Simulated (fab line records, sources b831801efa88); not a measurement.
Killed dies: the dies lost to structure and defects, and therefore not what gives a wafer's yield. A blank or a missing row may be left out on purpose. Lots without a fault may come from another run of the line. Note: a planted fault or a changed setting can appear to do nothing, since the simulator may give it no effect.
A struck lot beside a sound one -- flow sfq-line -- 15 steps out of a route of 325
Sound: these wafers, L356.1, L356.2, L356.5. Struck: wafers L367.1, L367.5. (L367.3 of the same lot was not struck and is left out.) The cause comes at the end.
Order at every step that has rows: each side's tool, ch and its chambers, its first start. Under that, the readings that differ: sound wafers -- struck wafers -- difference of the means -- sigmas: that difference in standard deviations of wafers without a fault.
alike: readings with means less than 2 such deviations apart, plus words and numbers identical on both sides. not compared: withheld readings, readings lacking a value on some wafer, bounds such as >300 that could conceal the same value, and numbers that have no deviation in the record and whose values overlap.
The two part at a step that has a row with sigmas, a row that says differs or no value, or rows on one side only. Non-overlapping numbers with no deviation appear without sigmas and do not part them. A reading missing from all wafers of one side parts the sides only when that side holds two or more wafers.

SFQ_I5_OVL_MEAS_936:
  struck on overlay-02, day 69 15:01; sound on overlay-02, day 60 19:28
  alike: I5_OVL
SFQ_TRILAYER_I5_BARC_OPEN_VIA_ETCH_200: etches BARC in O2, target depth 125 nm, time 41.7 s.
  sound on rie-diel-01 ch 0,1,3, day 60 19:31; struck on rie-diel-01 ch 2, day 69 15:02
  alike: drypump-motor-current-A, oes-product-au
  not compared: rf-hours-counter-h
SFQ_TRILAYER_I5_ETCH_VIA_ETCH_147: etches the open film in CHF3, stops on Nb, target depth 360 nm.
  sound on rie-diel-01 ch 0,1,3, day 60 19:33; struck on rie-diel-01 ch 2, day 69 15:05
  alike: drypump-motor-current-A, oes-product-au
SFQ_TRILAYER_I5_STRIP_STRIP_148: strips in O2.
  sound on rie-metal-01 ch 0,1, day 60 19:42; struck on rie-metal-04 ch 0, day 69 15:14
  alike: drypump-motor-current-A, oes-product-au
  not compared: rf-hours-counter-h
then, 7 steps without rows for these wafers: SFQ_TRILAYER_I5_STRIP_SOLV_CLEAN_149 (cleans in NMP, time 600 s); SFQ_TRILAYER_C5_LITHO_COAT_156 (resist thk 62 nm); SFQ_TRILAYER_C5_LITHO_COAT_151 (resist thk 650 nm); SFQ_TRILAYER_C5_LITHO_SOFTBAKE_155; SFQ_TRILAYER_C5_LITHO_EXPOSE_152 (exposes mask C5, target cd 500 nm); SFQ_TRILAYER_C5_LITHO_PEB_154 (peb time 60 s); SFQ_TRILAYER_C5_LITHO_DEVELOP_153 (time 60 s).
-- the record jumps here: 5 days lie between the struck wafers' starts before and after --
SFQ_C5_OVL_MEAS_937:
  struck on overlay-01, day 74 06:43; sound on overlay-02, day 61 14:11
reading,sound,struck,difference,sigmas
C5_OVL (nm),6 4 3,-10 -8,-13,-2
SFQ_TRILAYER_C5_BARC_OPEN_VIA_ETCH_210: etches BARC in O2, target depth 125 nm, time 41.7 s.
  sound on rie-diel-01 ch 1,3, day 61 14:13; struck on rie-diel-02 ch 2, day 74 06:44
reading,sound,struck,difference,sigmas
model.KrF_of_TRILAYER_C5_LITHO_COAT_151.thk-nm (nm),577.9 577.6 575,594.3 595.9,+18.3,
  alike: drypump-motor-current-A, oes-product-au
  not compared: rf-hours-counter-h
SFQ_TRILAYER_C5_ETCH_VIA_ETCH_154: etches SiO2 in CHF3, stops on Nb, target depth 84 nm.
  sound on rie-diel-01 ch 1,3, day 61 14:16; struck on rie-diel-02 ch 2, day 74 06:47
reading,sound,struck,difference,sigmas
model.KrF_of_TRILAYER_C5_LITHO_COAT_151.thk-nm (nm),563.3 563 560.6,579.8 581.4,+18.3,
  alike: drypump-motor-current-A, oes-product-au
SFQ_TRILAYER_C5_STRIP_STRIP_155: strips in O2.
  sound on rie-metal-01 ch 0,1, day 61 14:19; struck on rie-metal-01 ch 0,1, day 74 06:50
  alike: drypump-motor-current-A, oes-product-au
  not compared: rf-hours-counter-h

== WHERE THEY PART ==
Only at SFQ_C5_OVL_MEAS_937, as far as this record shows. Later steps at which nothing parts them and some readings are alike: SFQ_TRILAYER_C5_BARC_OPEN_VIA_ETCH_210, SFQ_TRILAYER_C5_ETCH_VIA_ETCH_154, SFQ_TRILAYER_C5_STRIP_STRIP_155.

WHY: what the simulator had put in
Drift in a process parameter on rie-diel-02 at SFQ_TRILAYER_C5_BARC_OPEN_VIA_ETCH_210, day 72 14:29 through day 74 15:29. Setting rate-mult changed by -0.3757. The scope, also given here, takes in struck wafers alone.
